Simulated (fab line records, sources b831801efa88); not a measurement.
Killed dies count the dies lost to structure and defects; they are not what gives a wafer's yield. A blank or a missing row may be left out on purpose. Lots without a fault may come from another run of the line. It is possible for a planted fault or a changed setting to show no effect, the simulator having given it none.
Comparing a struck lot with a sound one	flow sfqLine	13 steps out of a route of 325
Sound: wafers L934.2, L934.3, L934.6. Struck: wafer L937.3. (L937.5, L937.6 of the same lot were not struck and are left out.) The cause comes at the end.
For every step that has rows: the tool of each side, followed by ch and its chambers, followed by its first start. Under that, the readings that differ: sound wafers	struck wafers	difference of the means	sigmas: that difference in standard deviations of wafers without a fault.
alike: readings whose means differ by less than 2 such deviations, and words and numbers that are the same on both sides. not compared: withheld readings, readings that some wafer has no value for, bounds like >300 that may hide the same value, and numbers for which the record gives no deviation and whose values overlap.
Wherever a step has rows on one side only, a row that says differs or no value, or a row with sigmas, the two part there. Non-overlapping numbers with no deviation appear without sigmas and do not part them. A reading that every wafer of one side lacks parts them only if that side has two wafers or more.

first, 1 step without rows for these wafers: SFQ_TRILAYER_M2_DEP_PRE_CLEAN_056 (time 22.5 s).
SFQ_TRILAYER_M2_DEP_SPUTTER_055: material Nb, target thk 200 nm, time 133.3 s.
  sound: pvdSputter-03 at day 29 06:55; struck: pvdSputter-03 at day 30 02:50
  alike: throttleValvePct
SFQ_M2_RS_MEAS_914: measures by four-point-probe.
  sound: filmMetro-04 at day 29 07:01; struck: filmMetro-03 at day 30 02:58
  alike: M2_NB_RS
then, 6 steps without rows for these wafers: SFQ_TRILAYER_M2_LITHO_COAT_062 (resist thk 62 nm); SFQ_TRILAYER_M2_LITHO_COAT_057 (resist thk 600 nm); SFQ_TRILAYER_M2_LITHO_SOFTBAKE_061; SFQ_TRILAYER_M2_LITHO_EXPOSE_058 (exposes mask M2, target cd 500 nm); SFQ_TRILAYER_M2_LITHO_PEB_060 (peb time 60 s); SFQ_TRILAYER_M2_LITHO_DEVELOP_059 (time 60 s).
-- the record jumps here: 7 days lie between the struck wafers' starts before and after --
SFQ_M2_OVL_MEAS_916:
  sound: overlay-01 at day 29 09:26; struck: overlay-02 at day 36 16:18
  alike: M2_OVL
SFQ_TRILAYER_M2_BARC_OPEN_METAL_ETCH_077: etches BARC in O2, target depth 125 nm, time 41.7 s.
  sound on rieMetal-04 ch 0,1, day 29 09:28; struck on rieMetal-04 ch 1, day 36 16:20
  alike: drypumpMotorCurrentA, oesProductAu
  not compared: rfHoursCounterH
SFQ_TRILAYER_M2_ETCH_METAL_ETCH_060: etches Nb in Cl2/Ar, stops on SiO2, target depth 240 nm, time 120 s.
  sound on rieMetal-04 ch 0,1, day 29 09:32; struck on rieMetal-04 ch 1, day 36 16:25
reading	sound	struck	difference	sigmas
model.KrF_of_TRILAYER_M2_LITHO_COAT_057.thkNm (nm)	379.5 375.6 378.4	334.8	-43.0	
model.SiO2_of_TRILAYER_I1_DEP_PECVD_045.thkNm (nm)	191.8 190.8 193.5	186.1	-5.9	
model.M2.featureDepthNm (nm)	197.2 200.7 198.6	206.9	+8.1	
  alike: drypumpMotorCurrentA, oesProductAu
  not compared: rfHoursCounterH
SFQ_TRILAYER_M2_STRIP_STRIP_061: strips in O2.
  sound on rieMetal-04 ch 0,1, day 29 09:40; struck on rieMetal-04 ch 1, day 36 16:42
  alike: drypumpMotorCurrentA, oesProductAu
  not compared: rfHoursCounterH

WHERE THEY PART
Nowhere in this record.

WHY: the cause the simulator had injected
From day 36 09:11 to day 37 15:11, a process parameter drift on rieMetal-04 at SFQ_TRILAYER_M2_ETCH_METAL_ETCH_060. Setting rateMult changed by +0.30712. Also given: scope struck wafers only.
